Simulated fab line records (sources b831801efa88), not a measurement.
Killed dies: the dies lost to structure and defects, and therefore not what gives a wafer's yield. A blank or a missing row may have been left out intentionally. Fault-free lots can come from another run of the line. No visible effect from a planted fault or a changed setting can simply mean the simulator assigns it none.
The same fault as seen by 2 desks ; flow sky130 ; numbers are kept per desk, each desk with only its own; the story behind them comes last

== AT THE METROLOGY DESK ==
Lot by lot, what the gauges showed, no matter which tool ran the lot: averages of those sampled wafers that carry a number. A lot is out of limits, marked OUT, if its mean lies more than 4 standard deviations from the usual mean; the brackets give that distance.
Columns: A = VT_ADJUST_PCH_OVL at SKY_VT_ADJUST_PCH_OVL_MEAS_07, usual 0.5 nm; B = VT_ADJUST_PCH_TW at SKY_VT_ADJUST_PCH_TW_MEAS_10, usual 141.5; C = POLY_GATE_CVD_00_THK at SKY_POLY_GATE_THK_MEAS_01, usual 179.8 nm; D = cdNm at SKY_POLY_GATE_CD_MEAS_22, usual 149.2 nm
lot;first seen here;A;B;C;D
L852;day 10 04:56;-0.8;139.2;179.2;149.6
L854;day 10 23:32;0.6;139.5;177.9;151.9
L855;day 11 03:41;0.1;139.2;181.3;148.0
L857;day 11 18:04;-1.0;142.5;178.1;149.5
L858;day 12 05:05;2.1;138.5;180.0;148.0
L859;day 12 15:58;1.4;143.4;180.3;149.4
L860;day 13 09:37;-0.2;143.0;181.0;146.4
L862;day 13 21:22;-0.3;139.7;181.9;148.3
L863;day 13 22:26;-1.4;142.9;179.4;150.8
L861;day 13 23:23;1.4;143.4;180.8;147.9
L865;day 14 19:52;0.8;142.0;195.5 (+11) OUT;148.2
L874;day 17 12:11;0.3;139.6;178.6;152.1
L875;day 17 21:31;-0.1;144.5;178.4;148.7
This desk's finding: out of limits on L865; first on L865, day 18 23:36 (POLY_GATE_CVD_00_THK at SKY_POLY_GATE_THK_MEAS_01). L852, L854, L855, L857, L858, L859, L860, L862, L863, L861, L874, L875: within limits.

== THE TOOL OWNER'S DESK: lpcvd-01 ==
The tool's own readings at SKY_POLY_GATE_CVD_00 (deposits poly-Si, target thk 180 nm, time 720 s): means of the sampled wafers that have a number, for each lot that ran on this tool. A lot is out of limits, marked OUT, if its mean lies more than 4 standard deviations from the usual mean; the brackets give that distance.
Columns: A = pressureMtorr at SKY_POLY_GATE_CVD_00, usual 200.0 mTorr; B = spikeTcBottomC at SKY_POLY_GATE_CVD_00, usual 639.8 C; C = zonePowerUpperPct at SKY_POLY_GATE_CVD_00, usual 9.3 %
lot;first seen here;A;B;C
L852;day 13 16:38;199.4;638.6;10.6
L854;day 14 11:28;200.2;640.8;8.2
L855;day 14 17:21;200.3;637.6;10.5
L857;day 15 17:13;200.1;641.8;8.1
L858;day 15 22:17;199.5;639.1;10.6
L859;day 16 14:23;200.5;641.2;8.0
L860;day 17 11:57;199.8;638.8;10.6
L861;day 18 00:05;200.2;638.4;10.5
L862;day 18 00:05;199.7;637.4;10.6
L863;day 18 00:05;200.0;641.8;8.0
L865;day 18 22:22;240.4 (+92) OUT;639.1;10.4
L874;day 21 19:32;200.0;640.9;8.1
L875;day 22 01:43;199.9;641.0;8.0
This desk's verdict: out of limits on L865, starting with L865 at day 18 22:22 (pressureMtorr at SKY_POLY_GATE_CVD_00). L852, L854, L855, L857, L858, L859, L860, L861, L862, L863, L874, L875: within limits.

== TAKEN TOGETHER ==
The tool owner's desk had the chance to raise an alarm at day 18 22:22 on L865.
Metrology desk: alarm possible at day 18 23:36 on L865.
The lots listed all ran SKY_POLY_GATE_CVD_00 on lpcvd-01.

== WHAT THE SIMULATOR HAD INSERTED ==
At SKY_POLY_GATE_CVD_00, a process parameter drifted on lpcvd-01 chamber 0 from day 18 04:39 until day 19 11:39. A move of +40 in setting pressureMtorr, from 200.
Shown lots that were struck: L865.
Delay (hours) between the fault's onset and each desk's first out-of-limits reading: 18 at the tool owner's desk, 19 at the metrology desk.
